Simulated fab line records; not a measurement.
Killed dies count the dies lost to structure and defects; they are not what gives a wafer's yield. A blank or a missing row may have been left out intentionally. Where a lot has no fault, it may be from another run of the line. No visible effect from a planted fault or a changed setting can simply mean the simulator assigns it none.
Which tool is to blame?	flow sky130	12 lots with 36 wafers sampled at 2 steps, on a route of 708 steps

## WHAT EACH GAUGE READ, for each wafer
SKY_CAP2M_RS_MEAS_03: a four-point-probe measurement. Usual: for CAP2M_TIN_RS the level is 6.89 ohm/sq and the standard deviation is 0.08.
lot	measured	on	CAP2M_TIN_RS (ohm/sq)	flag
L515	day 40 07:22	film-metro-02	6.95 6.85 6.97	
L517	day 40 22:44	film-metro-02	6.81 6.80 6.92	
L519	day 41 14:15	film-metro-04	6.85 7.09 6.99	
L520	day 42 06:02	film-metro-02	6.91 6.93 6.98	
L521	day 42 10:09	film-metro-01	6.89 6.94 6.96	
L523	day 42 17:37	film-metro-04	6.84 6.88 6.92	
L524	day 43 04:37	film-metro-04	6.80 6.85 6.94	
L526	day 43 14:36	film-metro-01	6.87 6.90 6.78	
L527	day 44 07:41	film-metro-02	6.96 7.01 7.03	
L531	day 45 07:04	film-metro-01	6.89 6.83 6.77	
L532	day 45 10:30	film-metro-04	6.83 7.00 6.94	
L533	day 45 13:19	film-metro-02	6.93 6.76 6.91	

## WHAT TOOL EACH LOT RAN ON (gives the tool, then ch and the chambers of the sampled wafers, and finally the start)
lot	SKY_VT_ADJUST_LVTN_STRIP_20
L515	plasma-asher-01 ch 0,1, day 8 02:05
L517	plasma-asher-01 ch 0,1, day 8 15:07
L519	plasma-asher-01 ch 1, day 9 03:36
L520	plasma-asher-03 ch 0,1, day 9 13:43
L521	plasma-asher-01 ch 0,1, day 9 20:00
L523	plasma-asher-02 ch 0,1, day 10 05:44
L524	plasma-asher-02 ch 0,1, day 10 14:51
L526	plasma-asher-01 ch 1, day 11 04:48
L527	plasma-asher-01 ch 0,1, day 11 12:51
L531	plasma-asher-01 ch 0,1, day 12 15:39
L532	plasma-asher-01 ch 0,1, day 12 23:30
L533	plasma-asher-01 ch 0,1, day 13 02:23
- SKY_VT_ADJUST_LVTN_STRIP_20: strips in O2/N2.

## AS READ BY THE TOOLS THEMSELVES (means over the sampled wafers that have a number; for cases with no such wafer, the mark the record gives instead)
SKY_VT_ADJUST_LVTN_STRIP_20. Usual: drypump-motor-current-A 5.7 A, standard deviation 0.45; oes-product-au 0.716 a.u., standard deviation 0.0043; strip-time-to-endpoint-s 14.17 s, standard deviation 0.036.
lot	tool	drypump-motor-current-A (A)	oes-product-au (a.u.)	strip-time-to-endpoint-s (s)	flag
L515	plasma-asher-01	5.7	0.714	14.17	
L517	plasma-asher-01	5.9	0.714	14.16	
L519	plasma-asher-01	5.4	0.710	14.15	
L520	plasma-asher-03	5.7	0.718	14.19	
L521	plasma-asher-01	5.7	0.717	14.18	
L523	plasma-asher-02	5.2	0.716	14.23	
L524	plasma-asher-02	5.5	0.717	14.18	
L526	plasma-asher-01	5.5	0.711	14.20	
L527	plasma-asher-01	5.7	0.716	14.21	
L531	plasma-asher-01	5.7	0.716	14.16	
L532	plasma-asher-01	5.7	0.717	14.20	
L533	plasma-asher-01	5.7	0.717	14.13	

## THE ANSWER, worked out from the rows above alone
Rule: a lot counts as off when the mean over its wafers that have a number is more than 3 standard deviations away from the usual mean. Also off: a lot with no number at a reading for which 4 or more lots have one. Where the step has rows for the other lots, those lots are counted as sound. Order of review: gauges by route order, followed by the tools' own readings, for which a lot's mean as printed above is used. At the first step where some lot is off, the reading lying furthest off is the one used; lots without a number count as furthest.
Across all readings shown, no lot is off: no conclusion can be drawn from this.

## WHAT THE SIMULATOR HAD INSERTED
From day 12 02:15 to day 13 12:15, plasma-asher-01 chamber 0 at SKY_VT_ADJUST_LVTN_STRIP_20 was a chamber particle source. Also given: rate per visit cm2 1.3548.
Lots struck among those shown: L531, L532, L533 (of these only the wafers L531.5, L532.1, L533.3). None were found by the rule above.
